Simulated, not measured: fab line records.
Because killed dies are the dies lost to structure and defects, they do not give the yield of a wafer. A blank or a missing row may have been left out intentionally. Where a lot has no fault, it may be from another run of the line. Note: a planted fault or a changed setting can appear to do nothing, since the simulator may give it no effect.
fab line records | flow sky130
record: lots: 6 wafers: 18 last-day: 50
route steps=708 shown SD_P@327 RES_XHIGH@332 SD_N@342 SALICIDE@361 PAD_OPEN@708
lots with no fault: from the same line, run without faults
start-h: start of the lot's first displayed wafer, in hours after the record's first day | wait-h: time in hours since the lot's previous step | " repeats the value in the row above | L1.1+2: one row covering several wafers at once | - no value, or no start given | * or withheld: withheld | < > ~ a bound
route shown NAME@n: a module of which the file shows steps, and the number in the route of the first | usual: the fault-free wafers' mean and standard deviation | same: alike in all rows | chamber/n: place in a boat | sites: the reading at each site | _std_site: how widely they spread, as a standard deviation | _edge_site: inner sites' mean taken away from outer sites' mean | radius-mm: how far each site lies from the wafer's centre | mask NAME#n: copy n | behind: the most recent tool/chamber to have shaped the wafer | hold: cause of the lot's hold/its duration in hours/its outcome | device: whichever transistor did not switch (one of n, p or np) | end of line: tests run on the same wafers once the route is complete | a step with no rows: only its recipe | killed: at the first sort, the dies lost to defects and structure; wafer yield is something else | map: a wafer's dies, x killed, . not, _ none there
set.NAME: setting as actually run; set.NAME@STEP: the setting as run at that earlier step | model.NAME: the simulator's own value behind a step, which no gauge read
a table for each step, a row for each wafer; lots at some steps of the route
services: when a tool's chamber went out of use (start-h, in hours from the record's first day, below 0 if earlier), for how many hours, and the reason
== steps ==
step: SKY_SD_P_CD_MEAS_07
recipe: target-cd-nm: 380
usual: cd-nm: 379.4/2.1
columns lot.wafer tool chamber start-h wait-h cd-nm
L999.2 cd-sem-02 - 614.49 0.1 377.4
L999.5 " - " " 376.9
L999.6 " - " " 378.6
L100.1 cd-sem-02 - 616.67 0.1 381.3
L100.2 " - " " 380.5
L100.3 " - " " 379.7
L106.2 cd-sem-01 - 668.97 0.1 380.4
L106.3 " - " " 378.8
L106.5 " - " " 378.5
L108.1 cd-sem-01 - 677.70 0.1 376.7
L108.3 " - " " 375.1
L108.6 " - " " 376.4
L112.1 cd-sem-02 - 707.27 0.1 379.8
L112.4 " - " " 379.8
L112.6 " - " " 382.2
L121.1 cd-sem-01 - 775.62 0.1 381.3
L121.3 " - " " 382.0
L121.5 " - " " 383.4
step: SKY_SD_P_OVL_MEAS_08
usual: SD_P_OVL: -0.6/1.5
columns lot.wafer tool chamber start-h wait-h SD_P_OVL[nm]
L999.2 overlay-01 - 614.60 0.1 -2.8
L999.5 " - " " -0.7
L999.6 " - " " -0.8
L100.1 overlay-01 - 616.79 0.1 0.9
L100.2 " - " " -0.1
L100.3 " - " " 0.1
L106.2 overlay-02 - 669.08 0.1 3.5
L106.3 " - " " 1.3
L106.5 " - " " 2.6
L108.1 overlay-01 - 677.82 0.1 -1.5
L108.3 " - " " -1.3
L108.6 " - " " -1.1
L112.1 overlay-01 - 707.39 0.1 0.2
L112.4 " - " " -1.1
L112.6 " - " " -0.7
L121.1 overlay-01 - 775.74 0.1 -1.8
L121.3 " - " " -0.1
L121.5 " - " " -0.9
step: SKY_SD_P_IMPLANT_09
recipe: species: BF2 energy-kev: 20 dose-cm2: 3e+15 tilt-deg: 0
step: SKY_SD_P_STRIP_10
recipe: chemistry: O2/N2 power-w: 1400 pressure-mtorr: 1500 platen-temp-c: withheld o2-flow-sccm: 3000 n2-flow-sccm: 300 overash-fraction: 0.5
usual: drypump-motor-current-A: 5.9/0.3 oes-product-au: 0.618/0.0047 strip-time-to-endpoint-s: 17.49/0.042
columns lot.wafer tool chamber start-h wait-h drypump-motor-current-A oes-product-au rf-hours-counter-h strip-time-to-endpoint-s
L999.2 plasma-asher-04 1 614.78 0.1 6.2 0.620 19 17.45
L999.5 " 1 " " 6.2 0.623 - 17.47
L999.6 " 0 " " 5.6 0.622 - 17.46
L100.1 plasma-asher-01 0 616.98 0.1 6.0 0.616 47 17.55
L100.2 " 1 " " 6.3 0.620 47 17.54
L100.3 " 1 " " 6.3 0.622 - 17.55
L106.2 plasma-asher-01 1 669.26 0.1 6.3 0.623 53 17.55
L106.3 " 0 " " 5.9 0.618 - 17.54
L106.5 " 0 " " 6.0 0.611 - 17.52
L108.1 plasma-asher-03 0 678.01 0.1 5.7 0.612 84 17.49
L108.3 " 0 " " 5.7 0.614 - 17.49
L108.6 " 1 " " 5.4 0.620 - 17.47
L112.1 plasma-asher-04 1 707.57 0.1 6.2 0.610 28 17.48
L112.4 " 0 " " 5.6 0.621 - 17.45
L112.6 " 0 " " 5.6 0.612 - 17.44
L121.1 plasma-asher-01 0 775.93 0.1 6.0 0.615 64 17.50
L121.3 " 0 " " 6.0 0.625 - 17.45
L121.5 " 0 " " 6.0 0.623 - 17.42
step: SKY_SD_P_TW_MEAS_11
usual: SD_P_TW: 2829/30
columns lot.wafer tool chamber start-h wait-h SD_P_TW
L999.2 film-metro-03 - 614.89 0.1 2854
L999.5 " - " " 2845
L999.6 " - " " 2865
L100.1 film-metro-03 - 617.08 0.1 2852
L100.2 " - " " 2841
L100.3 " - " " 2860
L106.2 film-metro-03 - 669.37 0.1 2845
L106.3 " - " " 2856
L106.5 " - " " 2839
L108.1 film-metro-02 - 678.11 0.1 2801
L108.3 " - " " 2802
L108.6 " - " " 2808
L112.1 film-metro-02 - 707.67 0.1 2783
L112.4 " - " " 2789
L112.6 " - " " 2789
L121.1 film-metro-03 - 776.03 0.1 2854
L121.3 " - " " 2839
L121.5 " - " " 2849
step: SKY_RES_XHIGH_DEHYDRATE_00
recipe: temp-c: 200 time-s: 60
step: SKY_RES_XHIGH_HMDS_01
recipe: prime-time-s: 60 prime-temp-c: 120
step: SKY_RES_XHIGH_COAT_02
recipe: resist: NOVOLAK spin-rpm: 3000 resist-thk-nm: 1140
step: SKY_RES_XHIGH_SOFTBAKE_03
recipe: temp-c: 90 time-s: 60 resist: NOVOLAK
step: SKY_RES_XHIGH_EXPOSE_04
recipe: mask-id: URPM na: 0.6 source-shape: conventional sigma-outer: 0.6 polarization: unpolarized target-cd-nm: 1270 dose-mj: 140
step: SKY_RES_XHIGH_PEB_05
recipe: temp-c: withheld time-s: * resist: NOVOLAK
step: SKY_RES_XHIGH_DEVELOP_06
recipe: resist: NOVOLAK developer: TMAH develop-time-s: 60 dev-temp-c: 23
step: SKY_RES_XHIGH_IMPLANT_07
recipe: species: BF2 energy-kev: 19.61 dose-cm2: 3.6e+14 tilt-deg: 0
usual: dose-ions-cm2: 3.601e+14/3.9e+11
columns lot.wafer tool chamber start-h wait-h dose-ions-cm2
L999.2 implanter-03 0 644.09 0.1 3.595e+14
L999.5 " 0 " " 3.597e+14
L999.6 " 0 " " 3.602e+14
L100.1 implanter-01 0 646.06 0.1 3.6e+14
L100.2 " 0 " " 3.602e+14
L100.3 " 0 " " 3.6e+14
L106.2 implanter-01 0 697.74 0.1 2.989e+14
L106.3 " 0 " " 2.991e+14
L106.5 " 0 " " 2.989e+14
L108.1 implanter-01 0 706.32 0.1 2.993e+14
L108.3 " 0 " " 2.991e+14
L108.6 " 0 " " 2.993e+14
L112.1 implanter-04 0 735.27 0.1 3.604e+14
L112.4 " 0 " " 3.604e+14
L112.6 " 0 " " 3.597e+14
L121.1 implanter-03 0 802.51 0.1 3.602e+14
L121.3 " 0 " " 3.6e+14
L121.5 " 0 " " 3.599e+14
step: SKY_RES_XHIGH_STRIP_08
recipe: chemistry: O2/N2 power-w: 1400 pressure-mtorr: 1500 platen-temp-c: withheld o2-flow-sccm: 3000 n2-flow-sccm: 300 overash-fraction: 0.5
usual: drypump-motor-current-A: 5.71/0.21 oes-product-au: 0.711/0.0043 strip-time-to-endpoint-s: 14.26/0.039
columns lot.wafer tool chamber start-h wait-h drypump-motor-current-A oes-product-au rf-hours-counter-h strip-time-to-endpoint-s
L999.2 plasma-asher-03 1 644.21 0.1 5.41 0.708 81 14.32
L999.5 " 0 " " 5.61 0.712 - 14.31
L999.6 " 1 " " 5.41 0.716 - 14.35
L100.1 plasma-asher-04 1 646.21 0.1 6.14 0.711 22 14.24
L100.2 " 0 " " 5.58 0.721 22 14.25
L100.3 " 1 " " 6.18 0.709 - 14.26
L106.2 plasma-asher-02 1 697.87 0.1 5.78 0.717 103 14.18
L106.3 " 0 " " 5.62 0.713 - 14.20
L106.5 " 1 " " 5.81 0.713 - 14.20
L108.1 plasma-asher-02 1 706.47 0.1 5.79 0.716 104 14.23
L108.3 " 1 " " 5.78 0.710 - 14.22
L108.6 " 0 " " 5.65 0.720 - 14.20
L112.1 plasma-asher-03 0 735.42 0.1 5.69 0.710 89 14.26
L112.4 " 1 " " 5.40 0.714 - 14.27
L112.6 " 0 " " 5.67 0.712 - 14.27
L121.1 plasma-asher-03 1 802.66 0.1 5.42 0.711 95 14.26
L121.3 " 0 " " 5.66 0.711 - 14.29
L121.5 " 1 " " 5.42 0.705 - 14.24
step: SKY_RES_XHIGH_TW_MEAS_09
usual: RES_XHIGH_TW: 1634/17
columns lot.wafer tool chamber start-h wait-h RES_XHIGH_TW
L999.2 film-metro-03 - 644.32 0.1 1647
L999.5 " - " " 1648
L999.6 " - " " 1654
L100.1 film-metro-04 - 646.31 0.1 1642
L100.2 " - " " 1650
L100.3 " - " " 1638
L106.2 film-metro-03 - 697.98 0.1 1561
L106.3 " - " " 1560
L106.5 " - " " 1560
L108.1 film-metro-03 - 706.57 0.1 1559
L108.3 " - " " 1552
L108.6 " - " " 1550
L112.1 film-metro-04 - 735.52 0.1 1643
L112.4 " - " " 1633
L112.6 " - " " 1644
L121.1 film-metro-02 - 802.76 0.1 1608
L121.3 " - " " 1603
L121.5 " - " " 1610
step: SKY_SD_N_DEHYDRATE_00
recipe: temp-c: 200 time-s: 60
step: SKY_SD_N_HMDS_01
recipe: prime-time-s: 60 prime-temp-c: 120
step: SKY_SD_N_COAT_02
recipe: resist: NOVOLAK spin-rpm: 3000 resist-thk-nm: 1140
step: SKY_SD_N_SOFTBAKE_03
recipe: temp-c: 90 time-s: 60 resist: NOVOLAK
step: SKY_SD_N_EXPOSE_04
recipe: mask-id: NSDM na: 0.6 source-shape: conventional sigma-outer: 0.6 polarization: unpolarized target-cd-nm: 380 dose-mj: 139.3
step: SKY_SD_N_PEB_05
recipe: temp-c: withheld time-s: * resist: NOVOLAK
step: SKY_SD_N_DEVELOP_06
recipe: resist: NOVOLAK developer: TMAH develop-time-s: 60 dev-temp-c: 23
step: SKY_SD_N_CD_MEAS_07
recipe: target-cd-nm: 380
usual: cd-nm: 379.2/2.3
columns lot.wafer tool chamber start-h wait-h cd-nm
L999.2 cd-sem-01 - 672.84 0.1 377.7
L999.5 " - " " 378.8
L999.6 " - " " 378.8
L100.1 cd-sem-02 - 674.67 0.1 383.0
L100.2 " - " " 381.0
L100.3 " - " " 381.3
L106.2 cd-sem-01 - 726.12 0.1 382.4
L106.3 " - " " 381.1
L106.5 " - " " 381.1
L108.1 cd-sem-02 - 734.52 0.1 376.4
L108.3 " - " " 379.1
L108.6 " - " " 376.5
L112.1 cd-sem-02 - 762.63 0.1 379.9
L112.4 " - " " 377.9
L112.6 " - " " 380.1
L121.1 cd-sem-01 - 828.56 0.1 381.7
L121.3 " - " " 380.6
L121.5 " - " " 380.8
step: SKY_SD_N_OVL_MEAS_08
usual: SD_N_OVL: 1.0/1.7
columns lot.wafer tool chamber start-h wait-h SD_N_OVL[nm]
L999.2 overlay-02 - 672.95 0.1 -0.9
L999.5 " - " " 0.2
L999.6 " - " " -0.2
L100.1 overlay-01 - 674.79 0.1 1.5
L100.2 " - " " 2.3
L100.3 " - " " 0.5
L106.2 overlay-01 - 726.23 0.1 1.3
L106.3 " - " " 0.7
L106.5 " - " " 1.7
L108.1 overlay-01 - 734.64 0.1 2.2
L108.3 " - " " 0.3
L108.6 " - " " 0.4
L112.1 overlay-02 - 762.78 0.1 2.8
L112.4 " - " " 3.1
L112.6 " - " " 0.6
L121.1 overlay-02 - 828.68 0.1 0.8
L121.3 " - " " 2.3
L121.5 " - " " 1.5
step: SKY_SD_N_IMPLANT_09
recipe: species: As energy-kev: 50 dose-cm2: 4e+15 tilt-deg: 0
step: SKY_SD_N_IMPLANT_10
recipe: species: P energy-kev: 20 dose-cm2: 1e+14 tilt-deg: 0
step: SKY_SD_N_STRIP_11
recipe: chemistry: O2/N2 power-w: 1400 pressure-mtorr: 1500 platen-temp-c: withheld o2-flow-sccm: 3000 n2-flow-sccm: 300 overash-fraction: 0.5
usual: drypump-motor-current-A: 5.82/0.28 oes-product-au: 0.527/0.0044 strip-time-to-endpoint-s: 22.53/0.041
columns lot.wafer tool chamber start-h wait-h drypump-motor-current-A oes-product-au rf-hours-counter-h strip-time-to-endpoint-s
L999.2 plasma-asher-03 0 673.28 0.1 5.64 0.529 83 22.48
L999.5 " 0 " " 5.65 0.518 - 22.52
L999.6 " 1 " " 5.41 0.524 - 22.51
L100.1 plasma-asher-01 1 675.13 0.1 6.28 0.530 53 22.52
L100.2 " 0 " " 5.99 0.519 53 22.49
L100.3 " 0 " " 5.96 0.529 - 22.46
L106.2 plasma-asher-01 0 726.56 0.1 5.95 0.529 58 22.50
L106.3 " 1 " " 6.30 0.530 - 22.50
L106.5 " 0 " " 5.97 0.517 - 22.53
L108.1 plasma-asher-03 1 734.98 0.1 5.41 0.528 89 22.55
L108.3 " 0 " " 5.66 0.526 - 22.55
L108.6 " 0 " " 5.63 0.530 - 22.57
L112.1 plasma-asher-02 0 763.11 0.1 5.63 0.526 2 22.52
L112.4 " 1 " " 5.80 0.528 - 22.51
L112.6 " 0 " " 5.61 0.525 - 22.55
L121.1 plasma-asher-01 1 829.02 0.1 6.28 0.524 69 22.53
L121.3 " 0 " " 5.97 0.531 - 22.51
L121.5 " 0 " " 5.93 0.524 - 22.53
step: SKY_SD_N_TW_MEAS_12
usual: SD_N_TW: 3997/40
columns lot.wafer tool chamber start-h wait-h SD_N_TW
L999.2 film-metro-03 - 673.39 0.1 3997
L999.5 " - " " 4009
L999.6 " - " " 3986
L100.1 film-metro-04 - 675.23 0.1 4033
L100.2 " - " " 4058
L100.3 " - " " 4040
L106.2 film-metro-03 - 726.67 0.1 4026
L106.3 " - " " 4032
L106.5 " - " " 4017
L108.1 film-metro-04 - 735.08 0.1 3995
L108.3 " - " " 4000
L108.6 " - " " 4039
L112.1 film-metro-02 - 763.21 0.1 3910
L112.4 " - " " 3898
L112.6 " - " " 3916
L121.1 film-metro-04 - 829.12 0.1 3994
L121.3 " - " " 3991
L121.5 " - " " 4029
step: SKY_SD_N_CLEAN_13
recipe: chemistry: SC1/SC2 mix: 1:4:20 temp-c: 70 time-s: 150 dry: n2-spin
step: SKY_SD_N_RTA_14
recipe: temp-c: 1075 time-s: 2 idle-temp-c: 650 ramp-up-c-per-s: 150 ramp-down-c-per-s: 90 ambient: N2
usual: lamp-power-pct: 15.73/0.059 wafer_temp_C_max: 1078.0/1.3
columns lot.wafer tool chamber start-h wait-h lamp-power-pct wafer_temp_C_max
L999.2 rtp-anneal-01 0 673.50 0.0 15.67 1077.8
L999.5 " 0 " " 15.73 1079.5
L999.6 " 0 " " 15.85 1076.6
L100.1 rtp-anneal-01 0 675.34 0.0 15.70 1079.4
L100.2 " 0 " " 15.75 1078.1
L100.3 " 0 " " 15.69 1079.9
L106.2 rtp-anneal-02 0 726.78 0.0 15.73 1077.8
L106.3 " 0 " " 15.63 1080.1
L106.5 " 0 " " 15.77 1077.8
L108.1 rtp-anneal-01 0 735.19 0.0 15.65 1077.4
L108.3 " 0 " " 15.69 1080.7
L108.6 " 0 " " 15.67 1079.1
L112.1 rtp-anneal-02 0 763.33 0.0 15.77 1077.1
L112.4 " 0 " " 15.72 1079.5
L112.6 " 0 " " 15.71 1078.4
L121.1 rtp-anneal-01 0 829.23 0.0 15.77 1077.3
L121.3 " 0 " " 15.70 1077.2
L121.5 " 0 " " 15.70 1079.4
step: SKY_SD_N_RS_MEAS_16
recipe: thk-meas-gauge: four-point-probe
usual: SD_N_RS: 68.57/0.11
columns lot.wafer tool chamber start-h wait-h SD_N_RS[ohm/sq]
L999.2 film-metro-02 - 673.68 0.1 68.72
L999.5 " - " " 68.60
L999.6 " - " " 68.41
L100.1 film-metro-03 - 675.51 0.1 68.55
L100.2 " - " " 68.37
L100.3 " - " " 68.52
L106.2 film-metro-04 - 726.96 0.1 68.55
L106.3 " - " " 68.46
L106.5 " - " " 68.40
L108.1 film-metro-03 - 735.36 0.1 68.60
L108.3 " - " " 68.55
L108.6 " - " " 68.51
L112.1 film-metro-03 - 763.50 0.1 68.57
L112.4 " - " " 68.71
L112.6 " - " " 68.78
L121.1 film-metro-02 - 829.40 0.1 68.53
L121.3 " - " " 68.56
L121.5 " - " " 68.68
step: SKY_SD_N_RS_MEAS_17
recipe: thk-meas-gauge: four-point-probe
usual: SD_P_RS: 147.1/0.37
columns lot.wafer tool chamber start-h wait-h SD_P_RS[ohm/sq]
L999.2 film-metro-02 - 673.80 0.1 147.2
L999.5 " - " " 146.4
L999.6 " - " " 147.0
L100.1 film-metro-03 - 675.63 0.1 147.0
L100.2 " - " " 146.8
L100.3 " - " " 146.7
L106.2 film-metro-04 - 727.08 0.1 147.3
L106.3 " - " " 147.0
L106.5 " - " " 146.9
L108.1 film-metro-03 - 735.48 0.1 147.3
L108.3 " - " " 146.9
L108.6 " - " " 147.2
L112.1 film-metro-03 - 763.62 0.1 147.5
L112.4 " - " " 147.4
L112.6 " - " " 148.0
L121.1 film-metro-02 - 829.52 0.1 146.8
L121.3 " - " " 146.9
L121.5 " - " " 147.1
step: SKY_SD_N_RS_MEAS_18
recipe: thk-meas-gauge: four-point-probe
usual: RES_XHIGH_RS: 330.0/1.3
columns lot.wafer tool chamber start-h wait-h RES_XHIGH_RS[ohm/sq]
L999.2 film-metro-02 - 673.92 0.1 330.0
L999.5 " - " " 329.2
L999.6 " - " " 329.5
L100.1 film-metro-03 - 675.75 0.1 328.5
L100.2 " - " " 328.9
L100.3 " - " " 328.7
L106.2 film-metro-04 - 727.20 0.1 385.3
L106.3 " - " " 386.1
L106.5 " - " " 384.5
L108.1 film-metro-03 - 735.60 0.1 385.7
L108.3 " - " " 387.7
L108.6 " - " " 385.1
L112.1 film-metro-03 - 763.74 0.1 331.3
L112.4 " - " " 331.0
L112.6 " - " " 331.2
L121.1 film-metro-02 - 829.64 0.1 328.4
L121.3 " - " " 328.1
L121.5 " - " " 328.4
step: SKY_SALICIDE_CLEAN_00
recipe: chemistry: HF-last time-s: 30 dilution: 100:1 dry: ipa-marangoni
step: SKY_PAD_OPEN_PROBE_99
usual: killed_at_M0_to_M3: 43/7.5 killed_at_M4_up: 3.0/1.6 killed-at-contacts: 23/5.8 killed-at-front-end: 14/4.8 killed-at-other: 0.3/0.52 killed-dies: 84/9.1 killed-open: 47/7.2 killed-short: 37/5.8
same: gross-dies: 492 killed-at-back-side: 0
columns lot.wafer tool chamber start-h wait-h killed_at_M0_to_M3 killed_at_M4_up killed-at-contacts killed-at-front-end killed-at-other killed-dies killed-open killed-short model.etest.res-xhigh-po.line-ohm-um model.etest.res-xhigh-po.rs-ohm-sq model.etest.res-xhigh-po.rs-ohm-sq-range model.etest.res-xhigh-po.rs-ohm-sq-rim-less-centre
L999.2 prober-01 - 1096.06 0.1 59 2 24 17 0 102 48 54 5877 2067 126.5 69.18
L999.5 prober-01 - 1096.21 0.2 49 3 18 9 0 79 43 36 5406 1884 121.4 72.38
L999.6 prober-01 - 1096.26 0.2 54 1 19 19 1 94 56 38 5559 1987 98.13 61.32
L100.1 prober-01 - 1097.51 0.1 34 3 22 24 0 83 42 41 5555 1963 89.87 82.4
L100.2 prober-01 - 1097.56 0.1 50 2 23 19 0 94 44 50 5525 1974 86.12 78.97
L100.3 prober-01 - 1097.61 0.2 51 2 19 10 0 82 42 40 5488 1913 84.14 59.53
L106.2 prober-02 - 1137.56 0.1 51 3 27 15 0 96 55 41 8534 3005 266.2 -241.4
L106.3 prober-02 - 1137.61 0.2 54 1 27 12 0 94 53 41 8476 2948 238.3 -212.4
L106.5 prober-02 - 1137.71 0.2 39 2 30 10 1 82 49 33 8847 3015 247.5 -228.7
L108.1 prober-01 - 1140.09 0.1 35 3 33 15 0 86 53 33 7814 2790 112.9 36.83
L108.3 prober-01 - 1140.19 0.2 42 4 28 14 0 88 38 50 8366 2950 131 70.47
L108.6 prober-01 - 1140.34 0.2 35 2 23 14 0 74 33 41 8342 2928 150 45.23
L112.1 prober-02 - 1160.26 0.1 42 4 22 19 0 87 46 41 6005 2147 136.1 -113.5
L112.4 prober-02 - 1160.41 0.2 27 2 24 15 0 68 37 31 6125 2140 122.6 -100.2
L112.6 prober-02 - 1160.51 0.2 43 5 20 10 0 78 49 29 6174 2163 147.2 -123.6
L121.1 prober-01 - 1199.49 0.1 37 1 33 19 0 90 54 36 5917 2068 159.9 130.8
L121.3 prober-01 - 1199.59 0.2 33 2 39 20 1 95 47 48 6036 2064 147.7 119.4
L121.5 prober-01 - 1199.69 0.2 47 4 38 15 0 104 60 44 5988 2057 172.8 129.2
killed by level:class
L999.2 VIA1:geometric-particle:open=14 METAL1:geometric-particle:short=13 CONTACT:geometric-particle:open=10 VIA1:geometric-particle:short=9 FIELD_ISO:geometric-particle:open=5 METAL2:geometric-particle:short=5 METAL3:geometric-particle:short=5 FIELD_ISO:geometric-particle:short=4
L999.5 METAL1:geometric-particle:short=9 VIA1:geometric-particle:open=9 LI_CONTACT:geometric-particle:open=8 VIA2:geometric-particle:open=8 VIA3:geometric-particle:open=8 CONTACT:geometric-particle:open=5 VIA1:geometric-particle:short=5 FIELD_ISO:geometric-particle:short=4
L999.6 VIA3:geometric-particle:open=9 VIA1:geometric-particle:open=8 METAL2:geometric-particle:short=8 FIELD_ISO:geometric-particle:open=7 LI_CONTACT:geometric-particle:open=7 CONTACT:geometric-particle:open=6 VIA2:geometric-particle:open=6 FIELD_ISO:geometric-particle:short=5
L100.1 VIA2:geometric-particle:open=8 FIELD_ISO:geometric-particle:short=7 METAL3:geometric-particle:short=6 LI_CONTACT:geometric-particle:short=6 CONTACT:geometric-particle:open=6 VIA3:geometric-particle:open=5 POLY_GATE:geometric-particle:short=4 POLY_GATE:geometric-particle:open=4
L100.2 VIA1:geometric-particle:open=12 METAL2:geometric-particle:short=8 CONTACT:geometric-particle:open=8 VIA1:geometric-particle:short=7 VIA3:geometric-particle:open=6 CONTACT:geometric-particle:short=6 POLY_GATE:geometric-particle:open=5 METAL1:geometric-particle:short=5
L100.3 VIA1:geometric-particle:open=12 VIA2:geometric-particle:open=9 VIA1:geometric-particle:short=7 METAL2:geometric-particle:short=7 CONTACT:geometric-particle:open=6 LI_CONTACT:geometric-particle:open=4 CONTACT:geometric-particle:short=4 VIA3:geometric-particle:open=4
L106.2 VIA2:geometric-particle:open=11 VIA1:geometric-particle:open=10 CONTACT:geometric-particle:open=10 LI_CONTACT:geometric-particle:open=8 METAL1:geometric-particle:short=8 LOCAL_INTERCONNECT:geometric-particle:short=5 METAL3:geometric-particle:short=4 FIELD_ISO:geometric-particle:open=3
L106.3 VIA1:geometric-particle:open=12 VIA3:geometric-particle:open=10 LOCAL_INTERCONNECT:geometric-particle:short=8 VIA2:geometric-particle:open=8 METAL2:geometric-particle:short=6 FIELD_ISO:geometric-particle:open=5 LI_CONTACT:geometric-particle:open=5 CONTACT:geometric-particle:open=5
L106.5 VIA1:geometric-particle:open=11 CONTACT:geometric-particle:open=9 LI_CONTACT:geometric-particle:open=7 VIA3:geometric-particle:open=7 METAL2:geometric-particle:short=5 LI_CONTACT:geometric-particle:short=4 LOCAL_INTERCONNECT:geometric-particle:short=4 POLY_GATE:geometric-particle:open=3
L108.1 LI_CONTACT:geometric-particle:open=15 VIA2:geometric-particle:open=8 METAL2:geometric-particle:short=7 LI_CONTACT:geometric-particle:short=6 VIA3:geometric-particle:open=6 CONTACT:geometric-particle:open=5 VIA1:geometric-particle:open=5 CONTACT:geometric-particle:short=4
L108.3 LI_CONTACT:geometric-particle:open=12 VIA1:geometric-particle:open=9 POLY_GATE:geometric-particle:short=6 VIA3:geometric-particle:short=6 LOCAL_INTERCONNECT:geometric-particle:short=6 METAL2:geometric-particle:short=6 CONTACT:geometric-particle:open=5 METAL1:geometric-particle:short=5
L108.6 FIELD_ISO:geometric-particle:short=8 VIA1:geometric-particle:short=8 LI_CONTACT:geometric-particle:open=7 VIA1:geometric-particle:open=7 VIA3:geometric-particle:open=6 CONTACT:geometric-particle:short=5 CONTACT:geometric-particle:open=5 POLY_GATE:geometric-particle:short=3
L112.1 VIA3:geometric-particle:open=9 FIELD_ISO:geometric-particle:open=7 LI_CONTACT:geometric-particle:open=7 VIA1:geometric-particle:open=7 FIELD_ISO:geometric-particle:short=6 LOCAL_INTERCONNECT:geometric-particle:short=6 VIA1:geometric-particle:short=6 VIA2:geometric-particle:open=6
L112.4 CONTACT:geometric-particle:open=10 LI_CONTACT:geometric-particle:open=6 VIA2:geometric-particle:open=5 CONTACT:geometric-particle:short=5 VIA1:geometric-particle:open=5 POLY_GATE:geometric-particle:short=4 FIELD_ISO:geometric-particle:open=3 FIELD_ISO:geometric-particle:short=3
L112.6 CONTACT:geometric-particle:open=12 VIA1:geometric-particle:open=10 METAL1:geometric-particle:short=9 VIA2:geometric-particle:open=7 FIELD_ISO:geometric-particle:open=5 METAL4:geometric-particle:short=5 VIA1:geometric-particle:short=4 LI_CONTACT:geometric-particle:open=3
L121.1 CONTACT:geometric-particle:open=12 VIA1:geometric-particle:open=11 LI_CONTACT:geometric-particle:open=10 CONTACT:geometric-particle:short=8 VIA3:geometric-particle:open=5 FIELD_ISO:geometric-particle:short=4 POLY_GATE:geometric-particle:open=4 SPACER:geometric-particle:short=4
L121.3 CONTACT:geometric-particle:open=12 CONTACT:geometric-particle:short=10 LI_CONTACT:geometric-particle:open=9 VIA1:geometric-particle:open=9 FIELD_ISO:geometric-particle:open=5 POLY_GATE:geometric-particle:open=5 METAL1:geometric-particle:short=5 FIELD_ISO:geometric-particle:short=4
L121.5 CONTACT:geometric-particle:open=17 VIA1:geometric-particle:open=12 LI_CONTACT:geometric-particle:open=11 METAL2:geometric-particle:short=7 METAL1:geometric-particle:short=5 VIA2:geometric-particle:open=5 FIELD_ISO:geometric-particle:open=4 FIELD_ISO:geometric-particle:short=4
== services ==
columns tool chamber start-h hours kind
plasma-asher-02 - 614.75 4.3 pm
implanter-03 - 626.17 2.4 repair
implanter-04 - 629.79 3.8 pm
implanter-04 - 646.13 2.7 repair
plasma-asher-03 - 649.23 1.9 repair
plasma-asher-04 - 684.14 0.4 repair
plasma-asher-03 - 700.42 1.3 repair
plasma-asher-03 - 704.45 2.7 repair
plasma-asher-02 - 725.05 4.6 repair
implanter-01 - 725.93 1.3 repair
plasma-asher-02 - 733.75 9.0 pm
plasma-asher-02 0 733.75 9.0 vent-cycle
plasma-asher-02 1 733.75 9.0 vent-cycle
plasma-asher-02 0 742.75 - clean
plasma-asher-02 1 742.75 - clean
implanter-01 - 752.06 4.9 pm
plasma-asher-04 - 756.55 2.8 pm
plasma-asher-03 - 757.17 7.1 repair
implanter-01 - 765.09 3.1 repair
plasma-asher-02 - 796.97 2.8 pm
implanter-04 - 799.41 5.2 repair
rtp-anneal-02 - 807.18 5.8 pm
implanter-01 - 812.27 5.5 pm
implanter-01 - 825.45 3.0 repair
== key ==
first-sign: step: SKY_RES_XHIGH_IMPLANT_07 reading: dose-ions-cm2 direction: down sigmas: 99+ usual: * struck: *
effect: step: SKY_RES_XHIGH_TW_MEAS_09 reading: RES_XHIGH_TW direction: down sigmas: 4.5 usual: 1634 struck: 1557
effect: step: SKY_SD_N_RS_MEAS_18 reading: RES_XHIGH_RS direction: up sigmas: 44 usual: 330.0 struck: 385.7
model-effect: step: SKY_PAD_OPEN_PROBE_99 value: etest.res-xhigh-po.line-ohm-um without: 5772 struck: 8396
met-at SKY_RES_XHIGH_IMPLANT_07
struck-wafers L106.2,L106.3,L106.5,L108.1,L108.3,L108.6
tester-left-out L106,L108
onset-between 646.06 697.74
fault: kind: process-parameter-drift tool: implanter-01 chamber: - onset-h: 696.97 steps: SKY_RES_XHIGH_IMPLANT_07 channel: dose-cm2 offset: * shape: step end-h: 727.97 acts-in: * stated: *
tester-left-out: of these lots the tester's yield and bins aren't shown, on N5 and GAA mostly nor the transistor test; their killed dies are dies lost to structure and defects alone, not to doping, threshold or leakage, so they don't give the yield
